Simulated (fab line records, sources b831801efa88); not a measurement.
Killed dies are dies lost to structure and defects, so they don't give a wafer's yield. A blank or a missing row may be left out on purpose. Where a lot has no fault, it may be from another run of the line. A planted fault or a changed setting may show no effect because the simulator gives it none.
Chamber matching | flow sky130 | SKY_FIELD_ISO_CMP_27 on cmp-01: 4 sister chambers
The step polishes, stops on Si3N4, t overpolish 16 s, target thk 457.8 nm. 8 wafers are shown with their chamber, then 9 later ones without.

## EACH WAFER AND ITS CHAMBER
wafer  | chamber | motorCurrentA (A) | timeToEndpointS (s)
L659.6 | 0       | 12.5              | 109
L663.2 | 0       | 12.4              | 105
L669.1 | 2       | 11.8              | 115
L669.2 | 1       | 12.1              | 114
L669.5 | 1       | 12.4              | 115
L671.3 | 2       | 11.2              | 117
L671.4 | 3       | 12.8              | 115
L671.6 | 3       | 11.9              | 113

## WAFERS MISSING THEIR CHAMBER
wafer  | motorCurrentA (A) | timeToEndpointS (s)
L672.2 | 11.9              | 110
L672.4 | 11.8              | 112
L672.6 | 12.6              | 111
L674.1 | 12.1              | 114
L674.5 | 11.4              | 114
L674.6 | 12.5              | 116
L677.1 | 12.5              | 113
L677.4 | 12.0              | 109
L677.6 | 12.6              | 112

## THE CHAMBER EACH PASSED THROUGH
wafer  | from the rows above               | in truth
L672.2 | can't be placed: 0 or 3 or 1 or 2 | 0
L672.4 | can't be placed: 3 or 1 or 2 or 0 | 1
L672.6 | can't be placed: 3 or 1 or 0      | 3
L674.1 | can't be placed: 1 or 3 or 2      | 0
L674.5 | can't be placed: 2 or 1 or 3      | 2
L674.6 | can't be placed: 1 or 3 or 2      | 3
L677.1 | can't be placed: 3 or 1           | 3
L677.4 | can't be placed: 0 or 3 or 1      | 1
L677.6 | can't be placed: 3 or 1 or 0      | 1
Correctly placed: 0 of 9. From these rows, 9 cannot be placed; in 8 the true chamber is one of the candidates. Placed wrongly: 0.
How it was worked out, from the rows above alone: a wafer's distance from a chamber is the root of the sum, over the readings, of the square of ((its reading less the chamber's mean) divided by the reading's scatter). If the next closest chamber is less than 2 further off than the closest, the wafer can't be placed; otherwise it belongs to the closest. A chamber's mean is the mean of its shown wafers. The scatter is the square root of a quotient: the sum, over the shown wafers, of each reading's squared deviation from its chamber's mean, divided by wafers minus chambers.
